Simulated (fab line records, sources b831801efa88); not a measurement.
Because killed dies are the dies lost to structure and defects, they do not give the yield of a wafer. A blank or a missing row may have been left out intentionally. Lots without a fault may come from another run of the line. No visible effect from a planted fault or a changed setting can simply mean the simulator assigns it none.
fab line records -- flow sky130
record lots=6, wafers=18, lastDay=50
route steps=708 shown VT_ADJUST_LVTN@116 VT_ADJUST_NCORE@119 VT_ADJUST_HVTR@131 PAD_OPEN@708
lots that met no fault: taken from a fault-free run of the same line
startH: start of the lot's first displayed wafer, in hours after the record's first day -- waitH: hours from the lot's prior step to this one -- " as in the row above -- L1.1+2: one row covering several wafers at once -- - no value present, or no start provided -- * or withheld: withheld -- < > ~ a bound
route shown NAME@n: NAME is a module with steps in the file, n the number in the route of the first one -- usual: mean/standard deviation taken from wafers without a fault -- same: alike in all rows -- chamber/n: place in a boat -- sites: the reading at each site -- _std_site: their standard deviation -- _edge_site: the outer-site mean with the inner-site mean subtracted -- radiusMm: how far each site lies from the wafer's centre -- mask NAME#n: copy n -- behind: tool/chamber where the wafer was last shaped -- hold: the reason the lot was held/the length of the hold in hours/how it ended -- device: names the non-switching transistor (n, p or np) -- end of line: at the end of the route, the tests of the same wafers -- a step given without rows: its recipe and nothing more -- killed: the dies lost at the first sort to structure and to defects; this is not the yield of the wafer -- map: dies across one wafer; x = killed, . = not, _ = none there
set.NAME: the setting the step ran with; set.NAME@STEP: the setting that earlier step ran with -- model.NAME: the simulator's own value behind a step, which no gauge read
lots at some steps of the route; a table a step, a row a wafer
services: when a tool's chamber went out of use (startH, in hours from the record's first day, below 0 if earlier), for how many hours, and the reason
## steps
# step SKY_VT_ADJUST_LVTN_IMPLANT_19
# recipe species=B, energyKev=30, doseCm2=6.5e+11, tiltDeg=withheld
# step SKY_VT_ADJUST_LVTN_STRIP_20
# recipe chemistry=O2/N2, powerW=1400, pressureMtorr=1500, platenTempC=withheld, o2FlowSccm=3000, n2FlowSccm=300, overashFraction=0.5
# usual drypumpMotorCurrentA=6.01/0.25, oesProductAu=0.715/0.005, stripTimeToEndpointS=14.17/0.046
lot.wafer,tool,chamber,startH,waitH,drypumpMotorCurrentA,oesProductAu,rfHoursCounterH,stripTimeToEndpointS
L576.4,plasmaAsher-03,1,180.39,0.1,5.98,0.705,-,14.20
L576.5,plasmaAsher-03,0,180.39,0.1,6.16,0.710,-,14.13
L576.6,plasmaAsher-03,1,180.39,0.1,5.97,0.724,-,14.18
L583.2,plasmaAsher-02,0,228.22,0.1,6.39,0.714,53,14.23
L583.3,plasmaAsher-02,0,228.22,0.1,6.40,0.714,-,14.24
L583.5,plasmaAsher-02,1,228.22,0.1,5.52,0.712,-,14.22
L584.1,plasmaAsher-02,1,237.47,0.1,5.53,0.714,54,14.16
L584.2,plasmaAsher-02,0,237.47,0.1,6.36,0.710,54,14.14
L584.3,plasmaAsher-02,0,237.47,0.1,6.36,0.711,-,14.16
L590.1,plasmaAsher-04,1,274.92,0.1,5.98,0.711,47,14.14
L590.2,plasmaAsher-04,0,274.92,0.1,6.06,0.708,47,14.18
L590.3,plasmaAsher-04,0,274.92,0.1,6.07,0.724,-,14.14
L594.1,plasmaAsher-02,1,300.95,0.1,5.52,0.722,60,14.18
L594.2,plasmaAsher-02,0,300.95,0.1,6.37,0.718,60,14.14
L594.6,plasmaAsher-02,1,300.95,0.1,5.52,0.705,-,14.18
L596.4,plasmaAsher-04,0,318.51,0.1,6.06,0.711,-,14.09
L596.5,plasmaAsher-04,0,318.51,0.1,6.06,0.712,-,14.10
L596.6,plasmaAsher-04,1,318.51,0.1,6.01,0.710,-,14.11
# step SKY_VT_ADJUST_LVTN_TW_MEAS_21
# usual VT_ADJUST_LVTN_2_TW=189.4/2.5
lot.wafer,tool,chamber,startH,waitH,VT_ADJUST_LVTN_2_TW
L576.4,filmMetro-04,-,180.49,0.1,187.7
L576.5,filmMetro-04,-,180.49,0.1,186.1
L576.6,filmMetro-04,-,180.49,0.1,186.4
L583.2,filmMetro-01,-,228.33,0.1,191.7
L583.3,filmMetro-01,-,228.33,0.1,192.8
L583.5,filmMetro-01,-,228.33,0.1,192.4
L584.1,filmMetro-04,-,237.57,0.1,185.1
L584.2,filmMetro-04,-,237.57,0.1,186.7
L584.3,filmMetro-04,-,237.57,0.1,186.7
L590.1,filmMetro-01,-,275.02,0.1,192.5
L590.2,filmMetro-01,-,275.02,0.1,191.4
L590.3,filmMetro-01,-,275.02,0.1,191.2
L594.1,filmMetro-03,-,301.05,0.1,185.6
L594.2,filmMetro-03,-,301.05,0.1,187.4
L594.6,filmMetro-03,-,301.05,0.1,185.9
L596.4,filmMetro-01,-,318.60,0.1,190.1
L596.5,filmMetro-01,-,318.60,0.1,189.6
L596.6,filmMetro-01,-,318.60,0.1,191.2
# step SKY_VT_ADJUST_NCORE_DEHYDRATE_00
# recipe tempC=200, timeS=60
# step SKY_VT_ADJUST_NCORE_HMDS_01
# recipe primeTimeS=60, primeTempC=120
# step SKY_VT_ADJUST_NCORE_COAT_02
# recipe resist=NOVOLAK, spinRpm=3000, resistThkNm=1140
# step SKY_VT_ADJUST_NCORE_SOFTBAKE_03
# recipe tempC=90, timeS=60, resist=NOVOLAK
# step SKY_VT_ADJUST_NCORE_EXPOSE_04
# recipe maskId=LVTN_COMPLEMENT_THIN, na=0.6, sourceShape=conventional, sigmaOuter=0.6, polarization=unpolarized, targetCdNm=380, doseMj=139
# step SKY_VT_ADJUST_NCORE_PEB_05
# recipe tempC=withheld, timeS=*, resist=NOVOLAK
# step SKY_VT_ADJUST_NCORE_DEVELOP_06
# recipe resist=NOVOLAK, developer=TMAH, developTimeS=60, devTempC=23
# step SKY_VT_ADJUST_NCORE_CD_MEAS_07
# recipe targetCdNm=380
# usual cdNm=380.0/2.4
lot.wafer,tool,chamber,startH,waitH,cdNm
L576.4,cdSem-02,-,201.88,0.1,382.6
L576.5,cdSem-02,-,201.88,0.1,381.0
L576.6,cdSem-02,-,201.88,0.1,381.1
L583.2,cdSem-01,-,250.99,0.1,382.3
L583.3,cdSem-01,-,250.99,0.1,382.5
L583.5,cdSem-01,-,250.99,0.1,379.2
L584.1,cdSem-02,-,260.56,0.1,380.1
L584.2,cdSem-02,-,260.56,0.1,379.7
L584.3,cdSem-02,-,260.56,0.1,378.1
L590.1,cdSem-02,-,299.46,0.1,378.9
L590.2,cdSem-02,-,299.46,0.1,380.0
L590.3,cdSem-02,-,299.46,0.1,380.7
L594.1,cdSem-01,-,325.91,0.1,382.4
L594.2,cdSem-01,-,325.91,0.1,380.6
L594.6,cdSem-01,-,325.91,0.1,382.3
L596.4,cdSem-02,-,343.92,0.1,380.5
L596.5,cdSem-02,-,343.92,0.1,381.1
L596.6,cdSem-02,-,343.92,0.1,383.0
# step SKY_VT_ADJUST_NCORE_OVL_MEAS_08
# usual VT_ADJUST_NCORE_OVL=-0.7/1.5
lot.wafer,tool,chamber,startH,waitH,VT_ADJUST_NCORE_OVL[nm]
L576.4,overlay-01,-,201.95,0.1,0.8
L576.5,overlay-01,-,201.95,0.1,-0.6
L576.6,overlay-01,-,201.95,0.1,-0.2
L583.2,overlay-01,-,251.10,0.1,-2.1
L583.3,overlay-01,-,251.10,0.1,-3.9
L583.5,overlay-01,-,251.10,0.1,-3.6
L584.1,overlay-02,-,260.68,0.1,-0.5
L584.2,overlay-02,-,260.68,0.1,-2.2
L584.3,overlay-02,-,260.68,0.1,-2.1
L590.1,overlay-01,-,299.58,0.1,-0.9
L590.2,overlay-01,-,299.58,0.1,-0.1
L590.3,overlay-01,-,299.58,0.1,-0.3
L594.1,overlay-02,-,326.03,0.1,-0.7
L594.2,overlay-02,-,326.03,0.1,-1.2
L594.6,overlay-02,-,326.03,0.1,-1.2
L596.4,overlay-02,-,344.00,0.1,0.3
L596.5,overlay-02,-,344.00,0.1,-0.8
L596.6,overlay-02,-,344.00,0.1,0.3
# step SKY_VT_ADJUST_NCORE_IMPLANT_09
# recipe species=B, energyKev=10, doseCm2=2.4e+12, tiltDeg=withheld
# usual beamOnS=10.01/0.2, endStationPressureTorr=5.01e-06/2.5e-07, faradayCurrentUA=13.53/0.28
lot.wafer,tool,chamber,startH,waitH,beamOnS,endStationPressureTorr,faradayCurrentUA
L576.4,implanter-01,0,202.05,0.1,9.91,4.77e-06,13.65
L576.5,implanter-01,0,202.05,0.1,10.21,5e-06,13.34
L576.6,implanter-01,0,202.05,0.1,10.14,4.8e-06,13.31
L583.2,implanter-03,0,251.15,0.0,12.18,0.00010593,11.26
L583.3,implanter-03,0,251.15,0.0,12.14,9.966e-05,11.28
L583.5,implanter-03,0,251.15,0.0,12.26,0.00010127,11.12
L584.1,implanter-03,0,260.72,0.0,12.16,0.00010053,11.21
L584.2,implanter-03,0,260.72,0.0,11.80,9.242e-05,11.59
L584.3,implanter-03,0,260.72,0.0,11.99,9.974e-05,11.42
L590.1,implanter-01,0,299.62,0.0,10.15,5.02e-06,13.42
L590.2,implanter-01,0,299.62,0.0,9.79,4.98e-06,13.81
L590.3,implanter-01,0,299.62,0.0,10.20,4.8e-06,13.27
L594.1,implanter-01,0,326.07,0.0,9.97,5.11e-06,13.49
L594.2,implanter-01,0,326.07,0.0,10.38,4.84e-06,13.04
L594.6,implanter-01,0,326.07,0.0,9.72,5.09e-06,13.99
L596.4,implanter-03,0,344.09,0.1,10.24,5.27e-06,13.28
L596.5,implanter-03,0,344.09,0.1,10.39,5.27e-06,13.01
L596.6,implanter-03,0,344.09,0.1,10.15,4.72e-06,13.36
# step SKY_VT_ADJUST_NCORE_STRIP_10
# recipe chemistry=O2/N2, powerW=1400, pressureMtorr=1500, platenTempC=withheld, o2FlowSccm=3000, n2FlowSccm=300, overashFraction=0.5
# usual drypumpMotorCurrentA=5.98/0.14, oesProductAu=0.716/0.0047, stripTimeToEndpointS=14.16/0.045
lot.wafer,tool,chamber,startH,waitH,drypumpMotorCurrentA,oesProductAu,rfHoursCounterH,stripTimeToEndpointS
L576.4,plasmaAsher-04,0,202.16,0.1,6.08,0.715,-,14.18
L576.5,plasmaAsher-04,0,202.16,0.1,6.05,0.708,-,14.18
L576.6,plasmaAsher-04,1,202.16,0.1,5.98,0.710,-,14.16
L583.2,plasmaAsher-04,0,251.28,0.1,6.06,0.723,44,14.16
L583.3,plasmaAsher-04,0,251.28,0.1,6.08,0.717,-,14.16
L583.5,plasmaAsher-04,1,251.28,0.1,5.98,0.711,-,14.13
L584.1,plasmaAsher-04,1,260.87,0.1,6.01,0.719,45,14.19
L584.2,plasmaAsher-04,0,260.87,0.1,6.10,0.725,45,14.15
L584.3,plasmaAsher-04,1,260.87,0.1,6.01,0.719,-,14.18
L590.1,plasmaAsher-03,1,299.77,0.1,5.97,0.714,15,14.17
L590.2,plasmaAsher-03,0,299.77,0.1,6.18,0.718,15,14.11
L590.3,plasmaAsher-03,1,299.77,0.1,5.97,0.716,-,14.13
L594.1,plasmaAsher-04,0,326.22,0.1,6.04,0.719,51,14.15
L594.2,plasmaAsher-04,1,326.22,0.1,6.01,0.722,51,14.12
L594.6,plasmaAsher-04,0,326.22,0.1,6.08,0.717,-,14.13
L596.4,plasmaAsher-04,0,344.20,0.1,6.09,0.713,-,14.19
L596.5,plasmaAsher-04,0,344.20,0.1,6.10,0.725,-,14.16
L596.6,plasmaAsher-04,1,344.20,0.1,6.02,0.724,-,14.12
# step SKY_VT_ADJUST_NCORE_TW_MEAS_11
# usual VT_ADJUST_NCORE_TW=218.6/1.2
lot.wafer,tool,chamber,startH,waitH,VT_ADJUST_NCORE_TW
L576.4,filmMetro-02,-,202.25,0.1,218.7
L576.5,filmMetro-02,-,202.25,0.1,220.1
L576.6,filmMetro-02,-,202.25,0.1,220.3
L583.2,filmMetro-03,-,251.39,0.1,230.6
L583.3,filmMetro-03,-,251.39,0.1,230.5
L583.5,filmMetro-03,-,251.39,0.1,230.5
L584.1,filmMetro-02,-,260.97,0.1,231.8
L584.2,filmMetro-02,-,260.97,0.1,231.9
L584.3,filmMetro-02,-,260.97,0.1,232.0
L590.1,filmMetro-03,-,299.87,0.1,217.0
L590.2,filmMetro-03,-,299.87,0.1,218.3
L590.3,filmMetro-03,-,299.87,0.1,217.6
L594.1,filmMetro-03,-,326.32,0.1,217.3
L594.2,filmMetro-03,-,326.32,0.1,216.0
L594.6,filmMetro-03,-,326.32,0.1,217.8
L596.4,filmMetro-04,-,344.30,0.1,216.7
L596.5,filmMetro-04,-,344.30,0.1,216.7
L596.6,filmMetro-04,-,344.30,0.1,217.2
# step SKY_VT_ADJUST_HVTR_DEHYDRATE_00
# recipe tempC=200, timeS=60
# step SKY_PAD_OPEN_PROBE_99
# usual killed_at_M0_to_M3=43/7.6, killed_at_M4_up=2.8/1.9, killedAtContacts=24/4.7, killedAtFrontEnd=16/4.4, killedAtOther=0.2/0.4, killedDies=86/9.9, killedOpen=47/8.2, killedShort=39/6.3
# same grossDies=492, killedAtBackSide=0
lot.wafer,tool,chamber,startH,waitH,killed_at_M0_to_M3,killed_at_M4_up,killedAtContacts,killedAtFrontEnd,killedAtOther,killedDies,killedOpen,killedShort,model.etest.nfet_16v.rOnOhmUm,model.etest.pfet_16v.rOnOhmUm,model.etest.pfetG5v0d10v5.rOnOhmUm,model.etest.tipP.rsOhmSq,model.etest.nfetG5v0d10v5.rOnOhmUm,model.etest.resPwellUnderGate.rsOhmSq,model.etest.tip_p_5v.rsOhmSq,model.etest.tip_n_5v.rsOhmSq
L576.4,prober-01,-,1095.28,0.2,44,2,22,12,1,81,45,36,1.479e+04,1.54e+04,4875,6913,1910,2308,2855,1372
L576.5,prober-01,-,1095.33,0.2,69,1,25,10,0,105,62,43,1.464e+04,1.571e+04,4933,6924,1925,2314,2845,1378
L576.6,prober-01,-,1095.38,0.2,38,1,27,12,0,78,42,36,1.489e+04,1.626e+04,4842,6916,1943,2292,2836,1379
L583.2,prober-01,-,1137.23,0.1,46,1,23,29,1,100,56,44,1.589e+04,1.455e+04,4612,6750,2018,2221,2836,1429
L583.3,prober-01,-,1137.28,0.2,38,3,26,11,1,79,43,36,1.602e+04,1.512e+04,4640,6760,2027,2225,2828,1425
L583.5,prober-01,-,1137.38,0.2,34,7,25,11,1,78,54,24,1.586e+04,1.521e+04,4625,6737,2004,2210,2848,1432
L584.1,prober-02,-,1138.53,0.1,52,4,18,18,1,93,46,47,1.568e+04,1.514e+04,4718,6645,2031,2229,2833,1416
L584.2,prober-02,-,1138.58,0.1,41,0,20,16,0,77,41,36,1.564e+04,1.495e+04,4769,6587,2052,2232,2814,1411
L584.3,prober-02,-,1138.63,0.2,39,3,28,19,0,89,46,43,1.562e+04,1.488e+04,4736,6644,2039,2218,2815,1424
L590.1,prober-02,-,1174.19,0.1,40,1,26,14,1,82,48,34,1.433e+04,1.544e+04,4877,6815,1945,2277,2856,1406
L590.2,prober-02,-,1174.24,0.1,51,1,19,16,0,87,51,36,1.443e+04,1.531e+04,4867,6880,1965,2259,2854,1408
L590.3,prober-02,-,1174.29,0.2,39,1,20,17,0,77,45,32,1.42e+04,1.5e+04,4824,6894,1934,2275,2865,1404
L594.1,prober-02,-,1182.99,0.1,46,3,28,18,0,95,46,49,1.5e+04,1.552e+04,4943,6774,1944,2310,2839,1394
L594.2,prober-02,-,1183.04,0.1,50,2,25,16,0,93,58,35,1.489e+04,1.553e+04,4882,6732,1945,2262,2831,1398
L594.6,prober-02,-,1183.24,0.2,51,0,23,11,0,85,44,41,1.494e+04,1.549e+04,4876,6769,1955,2278,2848,1395
L596.4,prober-02,-,1197.18,0.2,44,2,32,17,1,96,47,49,1.414e+04,1.577e+04,4968,6750,1966,2276,2888,1374
L596.5,prober-02,-,1197.23,0.2,50,1,29,13,0,93,48,45,1.424e+04,1.553e+04,5023,6836,1974,2282,2895,1376
L596.6,prober-02,-,1197.28,0.2,43,1,17,20,0,81,48,33,1.416e+04,1.574e+04,4944,6692,1952,2292,2898,1369
# killed by level:class
L576.4 VIA1:geometricParticle:open=11 METAL2:geometricParticle:short=8 LI_CONTACT:geometricParticle:open=7 CONTACT:geometricParticle:open=6 VIA2:geometricParticle:open=6 VIA3:geometricParticle:open=5 CONTACT:geometricParticle:short=5 VIA1:geometricParticle:short=5
L576.5 VIA1:geometricParticle:open=17 VIA3:geometricParticle:open=13 METAL2:geometricParticle:short=11 VIA1:geometricParticle:short=8 CONTACT:geometricParticle:open=7 VIA2:geometricParticle:open=7 LI_CONTACT:geometricParticle:open=6 LOCAL_INTERCONNECT:geometricParticle:short=5
L576.6 VIA1:geometricParticle:open=11 VIA2:geometricParticle:open=8 LI_CONTACT:geometricParticle:open=7 CONTACT:geometricParticle:open=7 LI_CONTACT:geometricParticle:short=5 FIELD_ISO:geometricParticle:short=4 POLY_GATE:geometricParticle:open=4 LOCAL_INTERCONNECT:geometricParticle:short=4
L583.2 VIA1:geometricParticle:open=12 CONTACT:geometricParticle:open=9 FIELD_ISO:geometricParticle:short=8 VIA2:geometricParticle:open=8 POLY_GATE:geometricParticle:open=6 POLY_GATE:geometricParticle:short=6 LOCAL_INTERCONNECT:geometricParticle:short=5 LI_CONTACT:geometricParticle:open=5
L583.3 CONTACT:geometricParticle:open=10 LI_CONTACT:geometricParticle:open=8 VIA1:geometricParticle:open=7 METAL1:geometricParticle:short=6 VIA1:geometricParticle:short=5 VIA2:geometricParticle:open=4 VIA3:geometricParticle:short=4 LOCAL_INTERCONNECT:geometricParticle:short=3
L583.5 LI_CONTACT:geometricParticle:open=10 VIA1:geometricParticle:open=10 VIA2:geometricParticle:open=8 CONTACT:geometricParticle:open=8 VIA3:geometricParticle:open=7 VIA1:geometricParticle:short=5 FIELD_ISO:geometricParticle:open=4 CONTACT:geometricParticle:short=4
L584.1 FIELD_ISO:geometricParticle:short=9 VIA2:geometricParticle:open=9 CONTACT:geometricParticle:open=9 METAL3:geometricParticle:short=9 VIA1:geometricParticle:open=8 METAL1:geometricParticle:short=6 VIA3:geometricParticle:open=6 LI_CONTACT:geometricParticle:open=5
L584.2 CONTACT:geometricParticle:open=9 METAL1:geometricParticle:short=9 VIA2:geometricParticle:open=8 METAL2:geometricParticle:short=7 LI_CONTACT:geometricParticle:open=6 FIELD_ISO:geometricParticle:open=5 VIA3:geometricParticle:open=5 FIELD_ISO:geometricParticle:short=3
L584.3 CONTACT:geometricParticle:open=9 POLY_GATE:geometricParticle:open=8 CONTACT:geometricParticle:short=7 VIA2:geometricParticle:open=7 METAL2:geometricParticle:short=7 LOCAL_INTERCONNECT:geometricParticle:short=6 VIA1:geometricParticle:open=5 METAL3:geometricParticle:short=5
L590.1 METAL2:geometricParticle:short=9 CONTACT:geometricParticle:open=8 VIA2:geometricParticle:open=8 VIA1:geometricParticle:open=7 LI_CONTACT:geometricParticle:open=7 POLY_GATE:geometricParticle:open=5 LOCAL_INTERCONNECT:geometricParticle:short=5 FIELD_ISO:geometricParticle:open=4
L590.2 VIA1:geometricParticle:open=9 VIA2:geometricParticle:open=8 VIA1:geometricParticle:short=7 VIA3:geometricParticle:open=7 METAL1:geometricParticle:short=6 LOCAL_INTERCONNECT:geometricParticle:short=6 CONTACT:geometricParticle:open=6 FIELD_ISO:geometricParticle:open=5
L590.3 VIA1:geometricParticle:open=8 CONTACT:geometricParticle:open=7 LI_CONTACT:geometricParticle:open=6 VIA3:geometricParticle:open=6 VIA1:geometricParticle:short=6 METAL2:geometricParticle:short=6 POLY_GATE:geometricParticle:open=5 FIELD_ISO:geometricParticle:short=4
L594.1 VIA1:geometricParticle:open=11 CONTACT:geometricParticle:open=10 VIA1:geometricParticle:short=10 LOCAL_INTERCONNECT:geometricParticle:short=8 FIELD_ISO:geometricParticle:open=6 METAL1:geometricParticle:short=5 METAL2:geometricParticle:short=5 POLY_GATE:geometricParticle:short=4
L594.2 VIA1:geometricParticle:open=18 LI_CONTACT:geometricParticle:open=10 CONTACT:geometricParticle:open=7 VIA1:geometricParticle:short=6 METAL1:geometricParticle:short=5 POLY_GATE:geometricParticle:open=5 LOCAL_INTERCONNECT:geometricParticle:short=5 VIA2:geometricParticle:open=5
L594.6 VIA1:geometricParticle:open=11 CONTACT:geometricParticle:open=9 METAL1:geometricParticle:short=9 METAL2:geometricParticle:short=6 VIA2:geometricParticle:short=5 LI_CONTACT:geometricParticle:open=5 VIA1:geometricParticle:short=5 VIA2:geometricParticle:open=5
L596.4 CONTACT:geometricParticle:open=9 METAL1:geometricParticle:short=9 LI_CONTACT:geometricParticle:open=8 VIA1:geometricParticle:open=8 CONTACT:geometricParticle:short=7 FIELD_ISO:geometricParticle:open=5 VIA3:geometricParticle:short=5 VIA3:geometricParticle:open=5
L596.5 CONTACT:geometricParticle:open=11 VIA1:geometricParticle:open=10 METAL2:geometricParticle:short=9 CONTACT:geometricParticle:short=8 VIA3:geometricParticle:open=7 LOCAL_INTERCONNECT:geometricParticle:short=5 VIA1:geometricParticle:short=5 FIELD_ISO:geometricParticle:open=4
L596.6 VIA2:geometricParticle:open=9 VIA3:geometricParticle:open=8 VIA1:geometricParticle:open=7 FIELD_ISO:geometricParticle:short=6 CONTACT:geometricParticle:open=6 METAL2:geometricParticle:short=5 POLY_GATE:geometricParticle:short=4 LI_CONTACT:geometricParticle:open=4
## services
tool,chamber,startH,hours,kind
implanter-03,-,162.80,5.8,repair
plasmaAsher-03,-,263.95,3.8,repair
plasmaAsher-02,-,268.88,1.4,repair
implanter-01,-,285.59,1.8,repair
plasmaAsher-03,-,310.88,2.8,pm
plasmaAsher-04,-,314.19,2.8,pm
plasmaAsher-03,-,315.51,2.1,repair
implanter-03,-,321.62,0.7,repair
## key
firstSign step=SKY_VT_ADJUST_NCORE_IMPLANT_09, reading=endStationPressureTorr, direction=up, sigmas=99+, usual=5.01e-06, struck=9.993e-05
effect step=SKY_VT_ADJUST_NCORE_IMPLANT_09, reading=beamOnS, direction=up, sigmas=10, usual=10.01, struck=12.09
effect step=SKY_VT_ADJUST_NCORE_TW_MEAS_11, reading=VT_ADJUST_NCORE_TW, direction=up, sigmas=11, usual=218.6, struck=231.2
modelEffect step=SKY_PAD_OPEN_PROBE_99, value=etest.nfet_16v.rOnOhmUm, without=1.47e+04, struck=1.579e+04
metAt SKY_VT_ADJUST_NCORE_IMPLANT_09
struckWafers L583.2,L583.3,L583.5,L584.1,L584.2,L584.3
testerLeftOut L583,L584
fault kind=processParameterDrift, tool=implanter-03, chamber=-, onsetH=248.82, steps=SKY_VT_ADJUST_NCORE_IMPLANT_09, channel=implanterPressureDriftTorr, offset=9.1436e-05, shape=step, endH=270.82
fault kind=processParameterDrift, tool=implanter-03, chamber=-, onsetH=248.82, steps=SKY_VT_ADJUST_NCORE_IMPLANT_09, channel=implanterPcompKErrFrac, offset=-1, shape=step, endH=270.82
# testerLeftOut: of these lots the tester's yield and bins aren't shown, on N5 and GAA mostly nor the transistor test; their killed dies are dies lost to structure and defects alone, not to doping, threshold or leakage, so they don't give the yield
